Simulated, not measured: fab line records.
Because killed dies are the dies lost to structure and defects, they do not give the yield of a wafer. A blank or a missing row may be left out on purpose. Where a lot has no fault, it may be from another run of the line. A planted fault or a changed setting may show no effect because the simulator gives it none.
fab line records	flow sky130	part 1 of 2: steps 1 to 38 of 47
[record] lots = 5	wafers = 15	last-day = 49
route steps=708 shown VT_ADJUST_HVTR@142 VT_ADJUST_PCH@143 SONOS_TUNNEL@154 SONOS_ONO@168 GATE_OXIDE@187
lots that met no fault: from a run of the same line without faults
start-h: start of the lot's first displayed wafer, in hours after the record's first day	wait-h: hours elapsed since this lot's preceding step	" as in the row above	L1.1+2: a single row standing in for several wafers	- no value present, or no start provided	* or withheld: withheld	< > ~ a bound
route shown NAME@n: names a module that has steps shown in the file, with the first one's number in the route	usual: average and standard deviation across the fault-free wafers	same: alike in all rows	chamber/n: place in a boat	sites: per-site readings	_std_site: the values' standard deviation	_edge_site: inner sites' mean taken away from outer sites' mean	radius-mm: for every site, how far away it sits from the centre of the wafer	mask NAME#n: copy n	behind: tool/chamber where the wafer was last shaped	hold: why the lot went on hold/how many hours it stayed there/how the hold came to an end	device: which transistor (n, p or np) failed to switch	end of line: tests of these same wafers at the route's end	for a step that has no rows: nothing shown but its recipe	killed: dies that structure and defects cost at the first sort, which is not the same as the wafer's yield	map: dies across one wafer; x = killed, . = not, _ = none there
set.NAME: setting as actually run; set.NAME@STEP: the setting as run at that earlier step	model.NAME: the simulator's own value behind a step, which no gauge read
lots at some steps of the route; a table a step, a row a wafer
services: from which hour (start-h, from the record's first day; less than 0 if before it) a tool's chamber was out of use, for how many hours, and why
[[steps]]
[step SKY_VT_ADJUST_HVTR_TW_MEAS_11]
[usual] VT_ADJUST_HVTR_TW = 210.9/1
lot.wafer	tool	chamber	start-h	wait-h	VT_ADJUST_HVTR_TW
L075.1	film-metro-02	-	207.58	0.1	210.2
L075.4	"	-	"	"	211.1
L075.5	"	-	"	"	211.0
L077.1	film-metro-03	-	228.33	0.1	210.6
L077.4	"	-	"	"	210.2
L077.6	"	-	"	"	210.1
L085.1	film-metro-02	-	286.93	0.1	212.5
L085.2	"	-	"	"	211.0
L085.6	"	-	"	"	210.8
L091.1	film-metro-03	-	326.73	0.1	209.3
L091.2	"	-	"	"	210.3
L091.5	"	-	"	"	210.3
L095.1	film-metro-02	-	354.93	0.1	211.2
L095.2	"	-	"	"	211.0
L095.6	"	-	"	"	211.8
[step SKY_VT_ADJUST_PCH_DEHYDRATE_00]
[recipe] temp-c = 200	time-s = 60
lot.wafer	tool	chamber	start-h	wait-h
L075.1+4+5	litho-track-03	0	218.22	10.6
L077.1+4+6	litho-track-03	0	238.92	10.6
L085.1+2+6	litho-track-04	0	298.28	11.3
L091.1+2+5	litho-track-01	0	339.67	12.9
L095.1+2+6	litho-track-03	0	367.77	12.8
[step SKY_VT_ADJUST_PCH_HMDS_01]
[recipe] prime-time-s = 60	prime-temp-c = 120
[same] prime-time-s = 60
lot.wafer	tool	chamber	start-h	wait-h
L075.1+4+5	litho-track-03	0	218.37	0.1
L077.1+4+6	litho-track-03	0	239.07	0.1
L085.1+2+6	litho-track-04	0	298.43	0.1
L091.1+2+5	litho-track-01	0	339.82	0.1
L095.1+2+6	litho-track-03	0	367.92	0.1
[step SKY_VT_ADJUST_PCH_COAT_02]
[recipe] spin-rpm = 2000	resist-thk-nm = 3000
lot.wafer	tool	chamber	start-h	wait-h
L075.1+4+5	litho-track-03	0	218.52	0.1
L077.1+4+6	litho-track-03	0	239.22	0.1
L085.1+2+6	litho-track-04	0	298.58	0.1
L091.1+2+5	litho-track-01	0	339.97	0.1
L095.1+2+6	litho-track-03	0	368.07	0.1
[step SKY_VT_ADJUST_PCH_SOFTBAKE_03]
[recipe] temp-c = 110	time-s = withheld
lot.wafer	tool	chamber	start-h	wait-h
L075.1+4+5	litho-track-03	0	218.67	0.1
L077.1+4+6	litho-track-03	0	239.37	0.1
L085.1+2+6	litho-track-04	0	298.73	0.1
L091.1+2+5	litho-track-01	0	340.12	0.1
L095.1+2+6	litho-track-03	0	368.22	0.1
[step SKY_VT_ADJUST_PCH_EXPOSE_04]
[recipe] mask-id = NWM	na = 0.6	source-shape = conventional	sigma-outer = 0.6	polarization = unpolarized	target-cd-nm = 840	dose-mj = 255
[same] sigma-outer = 0.6
lot.wafer	tool	chamber	start-h	wait-h	mask
L075.1+4+5	iline-stepper-02	0	-	-	NWM#0
L077.1+4+6	iline-stepper-01	0	-	-	NWM#0
L085.1+2+6	iline-stepper-01	0	-	-	NWM#0
L091.1+2+5	iline-stepper-01	0	-	-	NWM#0
L095.1+2+6	iline-stepper-01	0	-	-	NWM#0
[step SKY_VT_ADJUST_PCH_PEB_05]
[recipe] temp-c = 115	time-s = withheld
lot.wafer	tool	chamber	start-h	wait-h
L075.1+4+5	litho-track-04	0	-	-
L077.1+4+6	litho-track-04	0	-	-
L085.1+2+6	litho-track-04	0	-	-
L091.1+2+5	litho-track-01	0	-	-
L095.1+2+6	litho-track-04	0	-	-
[step SKY_VT_ADJUST_PCH_DEVELOP_06]
[recipe] wall-angle-deg = 90	developer = TMAH	develop-time-s = 60	dev-temp-c = 22.23
lot.wafer	tool	chamber	start-h	wait-h
L075.1+4+5	litho-track-04	0	-	-
L077.1+4+6	litho-track-04	0	-	-
L085.1+2+6	litho-track-04	0	-	-
L091.1+2+5	litho-track-01	0	-	-
L095.1+2+6	litho-track-04	0	-	-
[step SKY_VT_ADJUST_PCH_OVL_MEAS_07]
[usual] VT_ADJUST_PCH_OVL = -0.3/1.5
lot.wafer	tool	chamber	start-h	wait-h	VT_ADJUST_PCH_OVL[nm]
L075.1	overlay-01	-	229.78	-	-0.5
L075.4	"	-	"	"	-1.4
L075.5	"	-	"	"	-0.5
L077.1	overlay-01	-	251.38	-	0.5
L077.4	"	-	"	"	2.6
L077.6	"	-	"	"	2.5
L085.1	overlay-02	-	311.43	-	-0.4
L085.2	"	-	"	"	-1.2
L085.6	"	-	"	"	0.0
L091.1	overlay-02	-	353.22	-	-1.6
L091.2	"	-	"	"	-0.8
L091.5	"	-	"	"	-2.4
L095.1	overlay-01	-	382.08	-	1.6
L095.2	"	-	"	"	0.6
L095.6	"	-	"	"	0.2
[step SKY_VT_ADJUST_PCH_IMPLANT_08]
[recipe] species = B	energy-kev = 10	dose-cm2 = 5e+11	tilt-deg = withheld
lot.wafer	tool	chamber	start-h	wait-h
L075.1+4+5	implanter-04	0	229.81	0.0
L077.1+4+6	implanter-04	0	251.41	0.0
L085.1+2+6	implanter-04	0	311.46	0.0
L091.1+2+5	implanter-04	0	353.25	0.0
L095.1+2+6	implanter-04	0	382.11	0.0
[step SKY_VT_ADJUST_PCH_STRIP_09]
[recipe] chemistry = O2/N2	power-w = 1400	pressure-mtorr = 1500	platen-temp-c = withheld	o2-flow-sccm = 3000	n2-flow-sccm = 300	overash-fraction = 0.5
[usual] drypump-motor-current-A = 5.6/0.36	n2-flow-sccm = 300.0/0.97	oes-product-au = 0.723/0.0049	strip-time-to-endpoint-s = 36.92/0.079
lot.wafer	tool	chamber	start-h	wait-h	drypump-motor-current-A	n2-flow-sccm	oes-product-au	rf-hours-counter-h	strip-time-to-endpoint-s
L075.1	plasma-asher-04	0	229.96	0.1	5.4	300.3	0.721	56	36.82
L075.4	"	1	"	"	5.8	300.3	0.731	-	36.87
L075.5	"	1	"	"	5.8	302.2	0.721	-	36.83
L077.1	plasma-asher-04	0	251.56	0.1	5.4	300.8	0.721	58	36.92
L077.4	"	1	"	"	5.8	299.3	0.720	-	36.96
L077.6	"	0	"	"	5.4	299.3	0.729	-	36.86
L085.1	plasma-asher-03	1	311.61	0.1	5.4	300.6	0.734	62	36.90
L085.2	"	0	"	"	6.3	301.0	0.722	62	36.92
L085.6	"	1	"	"	5.4	299.9	0.721	-	37.04
L091.1	plasma-asher-01	0	353.40	0.1	5.1	299.6	0.712	24	36.84
L091.2	"	1	"	"	5.6	299.1	0.712	24	36.92
L091.5	"	1	"	"	5.6	300.3	0.726	-	36.89
L095.1	plasma-asher-01	1	382.26	0.1	5.6	300.0	0.722	26	37.11
L095.2	"	0	"	"	5.0	297.7	0.721	26	37.21
L095.6	"	0	"	"	5.1	298.8	0.722	-	37.03
[step SKY_VT_ADJUST_PCH_TW_MEAS_10]
[usual] VT_ADJUST_PCH_TW = 142.3/0.73
lot.wafer	tool	chamber	start-h	wait-h	VT_ADJUST_PCH_TW
L075.1	film-metro-04	-	230.06	0.1	142.1
L075.4	"	-	"	"	141.8
L075.5	"	-	"	"	141.7
L077.1	film-metro-01	-	251.66	0.1	142.4
L077.4	"	-	"	"	142.1
L077.6	"	-	"	"	141.8
L085.1	film-metro-03	-	311.71	0.1	143.0
L085.2	"	-	"	"	141.6
L085.6	"	-	"	"	142.4
L091.1	film-metro-04	-	353.50	0.1	142.4
L091.2	"	-	"	"	142.3
L091.5	"	-	"	"	142.2
L095.1	film-metro-03	-	382.36	0.1	141.5
L095.2	"	-	"	"	142.2
L095.6	"	-	"	"	141.9
[step SKY_SONOS_TUNNEL_DEHYDRATE_00]
[recipe] temp-c = 200	time-s = 60
lot.wafer	tool	chamber	start-h	wait-h
L075.1+4+5	litho-track-01	0	240.77	10.7
L077.1+4+6	litho-track-02	0	262.73	11.1
L085.1+2+6	litho-track-03	0	323.67	11.9
L091.1+2+5	litho-track-02	0	366.73	13.2
L095.1+2+6	litho-track-02	0	396.53	14.2
[step SKY_SONOS_TUNNEL_HMDS_01]
[recipe] prime-time-s = 60	prime-temp-c = 120
[same] prime-time-s = 60
lot.wafer	tool	chamber	start-h	wait-h
L075.1+4+5	litho-track-01	0	240.92	0.1
L077.1+4+6	litho-track-02	0	262.88	0.1
L085.1+2+6	litho-track-03	0	323.82	0.1
L091.1+2+5	litho-track-02	0	366.88	0.1
L095.1+2+6	litho-track-02	0	396.68	0.1
[step SKY_SONOS_TUNNEL_COAT_02]
[recipe] resist = NOVOLAK	spin-rpm = 3000	resist-thk-nm = 1140
lot.wafer	tool	chamber	start-h	wait-h
L075.1+4+5	litho-track-01	0	241.07	0.1
L077.1+4+6	litho-track-02	0	263.03	0.1
L085.1+2+6	litho-track-03	0	323.97	0.1
L091.1+2+5	litho-track-02	0	367.03	0.1
L095.1+2+6	litho-track-02	0	396.83	0.1
[step SKY_SONOS_TUNNEL_SOFTBAKE_03]
[recipe] temp-c = 90	time-s = 60	resist = NOVOLAK
lot.wafer	tool	chamber	start-h	wait-h
L075.1+4+5	litho-track-01	0	241.22	0.1
L077.1+4+6	litho-track-02	0	263.18	0.1
L085.1+2+6	litho-track-03	0	324.12	0.1
L091.1+2+5	litho-track-02	0	367.18	0.1
L095.1+2+6	litho-track-02	0	396.98	0.1
[step SKY_SONOS_TUNNEL_EXPOSE_04]
[recipe] mask-id = TUNM	na = 0.6	source-shape = conventional	sigma-outer = 0.6	polarization = unpolarized	target-cd-nm = 410	dose-mj = 136
[same] sigma-outer = 0.6
lot.wafer	tool	chamber	start-h	wait-h	mask
L075.1+4+5	iline-stepper-02	0	-	-	TUNM#0
L077.1+4+6	iline-stepper-01	0	-	-	TUNM#0
L085.1+2+6	iline-stepper-01	0	-	-	TUNM#0
L091.1+2+5	iline-stepper-01	0	-	-	TUNM#0
L095.1+2+6	iline-stepper-01	0	-	-	TUNM#0
[step SKY_SONOS_TUNNEL_PEB_05]
[recipe] temp-c = withheld	time-s = *	resist = NOVOLAK
lot.wafer	tool	chamber	start-h	wait-h
L075.1+4+5	litho-track-03	0	-	-
L077.1+4+6	litho-track-02	0	-	-
L085.1+2+6	litho-track-02	0	-	-
L091.1+2+5	litho-track-02	0	-	-
L095.1+2+6	litho-track-01	0	-	-
[step SKY_SONOS_TUNNEL_DEVELOP_06]
[recipe] resist = NOVOLAK	developer = TMAH	develop-time-s = 60	dev-temp-c = 23
lot.wafer	tool	chamber	start-h	wait-h
L075.1+4+5	litho-track-03	0	252.67	0.1
L077.1+4+6	litho-track-02	0	274.88	0.1
L085.1+2+6	litho-track-02	0	337.23	0.1
L091.1+2+5	litho-track-02	0	381.33	0.1
L095.1+2+6	litho-track-01	0	411.97	0.1
[step SKY_SONOS_TUNNEL_CD_MEAS_07]
[recipe] target-cd-nm = 410
[usual] cd-nm = 409.6/2.5
lot.wafer	tool	chamber	start-h	wait-h	cd-nm
L075.1	cd-sem-02	-	252.82	0.1	412.3
L075.4	"	-	"	"	410.7
L075.5	"	-	"	"	409.8
L077.1	cd-sem-02	-	275.03	0.1	407.8
L077.4	"	-	"	"	407.5
L077.6	"	-	"	"	409.4
L085.1	cd-sem-01	-	337.38	0.1	412.0
L085.2	"	-	"	"	411.5
L085.6	"	-	"	"	410.6
L091.1	cd-sem-02	-	381.48	0.1	403.1
L091.2	"	-	"	"	404.2
L091.5	"	-	"	"	405.2
L095.1	cd-sem-02	-	412.12	0.1	413.1
L095.2	"	-	"	"	411.6
L095.6	"	-	"	"	412.0
[step SKY_SONOS_TUNNEL_OVL_MEAS_08]
[usual] SONOS_TUNNEL_OVL = 0.3/1.4
lot.wafer	tool	chamber	start-h	wait-h	SONOS_TUNNEL_OVL[nm]
L075.1	overlay-02	-	252.94	0.1	-0.8
L075.4	"	-	"	"	-1.1
L075.5	"	-	"	"	-0.4
L077.1	overlay-01	-	275.15	0.1	1.4
L077.4	"	-	"	"	1.5
L077.6	"	-	"	"	2.1
L085.1	overlay-02	-	337.50	0.1	-0.5
L085.2	"	-	"	"	1.2
L085.6	"	-	"	"	-0.4
L091.1	overlay-02	-	381.60	0.1	-0.1
L091.2	"	-	"	"	-0.8
L091.5	"	-	"	"	-0.4
L095.1	overlay-02	-	412.24	0.1	-1.8
L095.2	"	-	"	"	1.5
L095.6	"	-	"	"	-0.6
[step SKY_SONOS_TUNNEL_IMPLANT_09]
[recipe] species = B	energy-kev = 20.29	dose-cm2 = 1e+12	tilt-deg = withheld
lot.wafer	tool	chamber	start-h	wait-h
L075.1+4+5	implanter-04	0	252.98	0.0
L077.1+4+6	implanter-04	0	275.19	0.0
L085.1+2+6	implanter-01	0	337.54	0.0
L091.1+2+5	implanter-01	0	381.64	0.0
L095.1+2+6	implanter-04	0	412.27	0.0
[step SKY_SONOS_TUNNEL_WET_ETCH_10]
[recipe] chemistry = dHF	target-depth-nm = 14	target = SiO2	dilution = 100:1	temp-c = 25	time-s = 280
lot.wafer	tool	chamber	start-h	wait-h
L075.1+4+5	wet-bench-03	0	253.13	0.1
L077.1+4+6	wet-bench-01	3	275.34	0.1
L085.1+2+6	wet-bench-01	1	337.69	0.1
L091.1+2+5	wet-bench-01	2	381.79	0.1
L095.1+2+6	wet-bench-04	1	412.42	0.1
[step SKY_SONOS_TUNNEL_STRIP_11]
[recipe] chemistry = SPM	time-s = 600	temp-c = 130
[usual] bath-guard-temp-C = 129.9/0.56
lot.wafer	tool	chamber	start-h	wait-h	bath-guard-temp-C
L075.1	wet-bench-01	3	253.22	0.0	130.6
L075.4	"	3	"	"	130.8
L075.5	"	3	"	"	131.1
L077.1	wet-bench-03	0	275.43	0.0	130.1
L077.4	"	0	"	"	130.2
L077.6	"	0	"	"	129.7
L085.1	wet-bench-03	3	337.78	0.0	130.2
L085.2	"	3	"	"	129.6
L085.6	"	3	"	"	129.9
L091.1	wet-bench-03	3	381.88	0.0	130.3
L091.2	"	3	"	"	130.4
L091.5	"	3	"	"	130.2
L095.1	wet-bench-01	0	412.59	0.0	130.3
L095.2	"	0	"	"	130.6
L095.6	"	0	"	"	130.9
[step SKY_SONOS_TUNNEL_TW_MEAS_12]
[usual] SONOS_TUNNEL_TW = 197.5/0.85
lot.wafer	tool	chamber	start-h	wait-h	SONOS_TUNNEL_TW
L075.1	film-metro-04	-	253.41	0.0	197.0
L075.4	"	-	"	"	196.7
L075.5	"	-	"	"	196.7
L077.1	film-metro-02	-	275.61	0.0	199.3
L077.4	"	-	"	"	198.3
L077.6	"	-	"	"	198.3
L085.1	film-metro-03	-	337.98	0.0	199.0
L085.2	"	-	"	"	198.5
L085.6	"	-	"	"	197.9
L091.1	film-metro-04	-	382.05	0.0	197.3
L091.2	"	-	"	"	197.4
L091.5	"	-	"	"	196.7
L095.1	film-metro-04	-	412.77	0.0	198.0
L095.2	"	-	"	"	197.8
L095.6	"	-	"	"	197.6
[step SKY_SONOS_TUNNEL_CLEAN_13]
[recipe] chemistry = dHF	time-s = 20	dilution = 100:1	dry = ipa-marangoni
lot.wafer	tool	chamber	start-h	wait-h
L075.1+4+5	wet-bench-03	2	253.47	0.1
L077.1+4+6	wet-bench-04	0	275.67	0.1
L085.1+2+6	wet-bench-04	1	338.04	0.1
L091.1+2+5	wet-bench-04	3	382.11	0.1
L095.1+2+6	wet-bench-04	0	412.83	0.1
[step SKY_SONOS_ONO_OXIDATION_00]
[recipe] temp-c = 800	ambient = O2	idle-temp-c = 700	ramp-up-c-per-min = 10	ramp-down-c-per-min = 3	stabilise-s = 600	purge-s = 300	target-thk-a = 26	ox-time-s = 1249
[same] purge-s = 300	stabilise-s = 600
lot.wafer	tool	chamber	start-h	wait-h
L075.1+4+5	furnace-01	0	253.50	0.0
L077.1+4+6	furnace-02	0	276.90	1.2
L085.1+2+6	furnace-01	0	340.40	2.4
L091.1+2+5	furnace-02	0	382.16	0.0
L095.1+2+6	furnace-02	0	412.98	0.1
[step SKY_SONOS_ONO_THK_MEAS_01]
[recipe] reads = SiO2_of_SONOS_ONO_OXIDATION_00
[usual] SONOS_ONO_OXIDATION_THK = 2.57/0.05
lot.wafer	tool	chamber	start-h	wait-h	SONOS_ONO_OXIDATION_THK[nm]
L075.1	film-metro-04	-	254.85	0.0	2.52
L075.4	"	-	"	"	2.57
L075.5	"	-	"	"	2.58
L077.1	film-metro-01	-	278.24	0.0	2.53
L077.4	"	-	"	"	2.59
L077.6	"	-	"	"	2.60
L085.1	film-metro-02	-	341.75	0.0	2.50
L085.2	"	-	"	"	2.48
L085.6	"	-	"	"	2.61
L091.1	film-metro-04	-	383.51	0.0	2.55
L091.2	"	-	"	"	2.56
L091.5	"	-	"	"	2.61
L095.1	film-metro-01	-	414.33	0.0	2.68
L095.2	"	-	"	"	2.64
L095.6	"	-	"	"	2.62
[step SKY_SONOS_ONO_CVD_02]
[recipe] material = Si3N4	precursor = DCS/NH3	target-thk-nm = 10.5	temp-c = 770	time-s = 180	pressure-mtorr = 250
lot.wafer	tool	chamber	start-h	wait-h
L075.1+4+5	lpcvd-02	1	255.05	0.2
L077.1+4+6	lpcvd-02	0	281.18	2.9
L085.1+2+6	lpcvd-02	1	342.80	1.0
L091.1+2+5	lpcvd-02	1	385.49	2.0
L095.1+2+6	lpcvd-02	0	414.72	0.4
[step SKY_SONOS_ONO_THK_MEAS_03]
[recipe] reads = Si3N4_of_SONOS_ONO_CVD_02
[usual] SONOS_ONO_CVD_02_THK = 10.52/0.12
lot.wafer	tool	chamber	start-h	wait-h	SONOS_ONO_CVD_02_THK[nm]
L075.1	film-metro-02	-	256.13	0.0	10.78
L075.4	"	-	"	"	10.66
L075.5	"	-	"	"	10.63
L077.1	film-metro-04	-	282.75	0.0	10.61
L077.4	"	-	"	"	10.62
L077.6	"	-	"	"	10.57
L085.1	film-metro-01	-	343.85	0.0	10.54
L085.2	"	-	"	"	10.43
L085.6	"	-	"	"	10.50
L091.1	film-metro-04	-	386.54	0.0	10.66
L091.2	"	-	"	"	10.55
L091.5	"	-	"	"	10.63
L095.1	film-metro-04	-	415.77	0.0	10.36
L095.2	"	-	"	"	10.19
L095.6	"	-	"	"	10.25
[step SKY_SONOS_ONO_CVD_04]
[recipe] material = SiO2	precursor = SiH4/N2O	target-thk-nm = 5.7199	temp-c = 900	pressure-mtorr = 400
lot.wafer	tool	chamber	start-h	wait-h
L075.1+4+5	lpcvd-03	0	257.41	1.3
L077.1+4+6	lpcvd-03	0	282.81	0.1
L085.1+2+6	lpcvd-03	1	343.91	0.1
L091.1+2+5	lpcvd-03	0	386.60	0.1
L095.1+2+6	lpcvd-03	1	416.03	0.2
[step SKY_SONOS_ONO_THK_MEAS_05]
[recipe] reads = SiO2_of_SONOS_ONO_CVD_04
[usual] SONOS_ONO_CVD_04_THK = 5.62/0.1
lot.wafer	tool	chamber	start-h	wait-h	SONOS_ONO_CVD_04_THK[nm]
L075.1	film-metro-04	-	258.66	0.0	5.64
L075.4	"	-	"	"	5.72
L075.5	"	-	"	"	5.67
L077.1	film-metro-02	-	284.06	0.0	5.74
L077.4	"	-	"	"	5.65
L077.6	"	-	"	"	5.73
L085.1	film-metro-02	-	345.16	0.0	5.57
L085.2	"	-	"	"	5.48
L085.6	"	-	"	"	5.44
L091.1	film-metro-02	-	387.85	0.0	5.67
L091.2	"	-	"	"	5.59
L091.5	"	-	"	"	5.51
L095.1	film-metro-01	-	417.28	0.0	5.58
L095.2	"	-	"	"	5.52
L095.6	"	-	"	"	5.62
[step SKY_SONOS_ONO_DEHYDRATE_06]
[recipe] temp-c = 200	time-s = 60
lot.wafer	tool	chamber	start-h	wait-h
L075.1+4+5	litho-track-04	0	269.88	11.2
L077.1+4+6	litho-track-02	0	295.13	11.1
L085.1+2+6	litho-track-01	0	357.57	12.4
L091.1+2+5	litho-track-04	0	401.68	13.8
L095.1+2+6	litho-track-01	0	432.37	15.1
[step SKY_SONOS_ONO_HMDS_07]
[recipe] prime-time-s = 60	prime-temp-c = 120
[same] prime-time-s = 60
lot.wafer	tool	chamber	start-h	wait-h
L075.1+4+5	litho-track-04	0	270.03	0.1
L077.1+4+6	litho-track-02	0	295.28	0.1
L085.1+2+6	litho-track-01	0	357.72	0.1
L091.1+2+5	litho-track-04	0	401.83	0.1
L095.1+2+6	litho-track-01	0	432.52	0.1
[step SKY_SONOS_ONO_COAT_08]
[recipe] resist = NOVOLAK	spin-rpm = 3000	resist-thk-nm = 1140
lot.wafer	tool	chamber	start-h	wait-h
L075.1+4+5	litho-track-04	0	270.18	0.1
L077.1+4+6	litho-track-02	0	295.43	0.1
L085.1+2+6	litho-track-01	0	357.87	0.1
L091.1+2+5	litho-track-04	0	401.98	0.1
L095.1+2+6	litho-track-01	0	432.67	0.1
[step SKY_SONOS_ONO_SOFTBAKE_09]
[recipe] temp-c = 90	time-s = 60	resist = NOVOLAK
lot.wafer	tool	chamber	start-h	wait-h
L075.1+4+5	litho-track-04	0	270.33	0.1
L077.1+4+6	litho-track-02	0	295.58	0.1
L085.1+2+6	litho-track-01	0	358.02	0.1
L091.1+2+5	litho-track-04	0	402.13	0.1
L095.1+2+6	litho-track-01	0	432.82	0.1
[step SKY_SONOS_ONO_EXPOSE_10]
[recipe] mask-id = ONOM	target-cd-nm = 410	na = 0.6	source-shape = conventional	sigma-outer = 0.6	dose-mj = 150
[same] sigma-outer = 0.6
lot.wafer	tool	chamber	start-h	wait-h	mask
L075.1+4+5	iline-stepper-02	0	-	-	ONOM#0
L077.1+4+6	iline-stepper-02	0	-	-	ONOM#0
L085.1+2+6	iline-stepper-02	0	-	-	ONOM#0
L091.1+2+5	iline-stepper-01	0	-	-	ONOM#0
L095.1+2+6	iline-stepper-01	0	-	-	ONOM#0
[step SKY_SONOS_ONO_PEB_11]
[recipe] temp-c = withheld	time-s = *	resist = NOVOLAK
lot.wafer	tool	chamber	start-h	wait-h
L075.1+4+5	litho-track-01	0	-	-
L077.1+4+6	litho-track-02	0	-	-
L085.1+2+6	litho-track-01	0	-	-
L091.1+2+5	litho-track-01	0	-	-
L095.1+2+6	litho-track-04	0	-	-
